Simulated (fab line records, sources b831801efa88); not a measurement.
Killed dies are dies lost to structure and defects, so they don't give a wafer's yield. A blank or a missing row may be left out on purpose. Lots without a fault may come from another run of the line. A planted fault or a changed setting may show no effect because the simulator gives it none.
Which tool did it? | flow sky130 | 14 lots, 42 wafers sampled, at 1 step of a route of 708

WHAT THE GAUGES READ, wafer by wafer
SKY_POLY_CUT_CD_MEAS_08: target cd 270 nm.
lot  | measured     | on        | cd_nm (nm)
L352 | day 24 22:35 | cd_sem-02 | 269.9 268.7 269.2
L353 | day 25 00:28 | cd_sem-01 | 272.8 269.2 270.7
L354 | day 25 11:30 | cd_sem-01 | 269.2 268.5 269.5
L359 | day 27 02:53 | cd_sem-02 | 271.9 272.3 273.0
L361 | day 28 02:05 | cd_sem-01 | 270.1 271.1 271.2
L363 | day 28 12:38 | cd_sem-01 | 268.7 269.2 268.7
L364 | day 28 14:11 | cd_sem-01 | 268.9 269.4 269.1
L365 | day 28 16:26 | cd_sem-02 | 267.9 268.0 268.6
L366 | day 29 03:25 | cd_sem-01 | 270.5 269.5 269.2
L368 | day 29 17:33 | cd_sem-01 | 271.2 272.0 270.7
L370 | day 30 07:47 | cd_sem-02 | 271.6 271.0 272.6
L371 | day 30 13:11 | cd_sem-01 | 271.7 271.5 270.0
L373 | day 31 11:40 | cd_sem-01 | 267.8 268.3 267.6
L374 | day 31 11:41 | cd_sem-02 | 268.4 269.1 269.2

WHICH TOOL RAN EACH LOT (tool, then ch and the chambers of the sampled wafers, then the start)
The record holds no process step before these readings.

WHAT THE TOOLS THEMSELVES READ (means of the sampled wafers that have a number; where no wafer has one, the mark that the record gives instead)
The record holds no such reading with a usual standard deviation.

THE ANSWER, worked out from the rows above alone
Rule: what is usual is taken from the lots themselves. Put in order of their means at a reading, lots are off if they are a third of the lots or fewer, leave a main group of 4 or more, and stand apart from it by a gap of 3 or more times the standard deviation of the main group's means; of several such gaps the widest counts. A main group whose means are all the same, to the digits that the tables above print for the reading, isn't used. A lot without any number at a reading at which 4 lots or more have one is off too. The other lots that the step has rows for count as sound. The gauges are gone through in route order, then the tools' own readings, and for those a lot's mean is taken as printed above. The first step at which some lot is off is used, and at that step the reading that is off furthest; a lot without a number counts as furthest.
No lot is off at any reading shown: from this, nothing can be told.

WHAT THE SIMULATOR HAD PUT IN
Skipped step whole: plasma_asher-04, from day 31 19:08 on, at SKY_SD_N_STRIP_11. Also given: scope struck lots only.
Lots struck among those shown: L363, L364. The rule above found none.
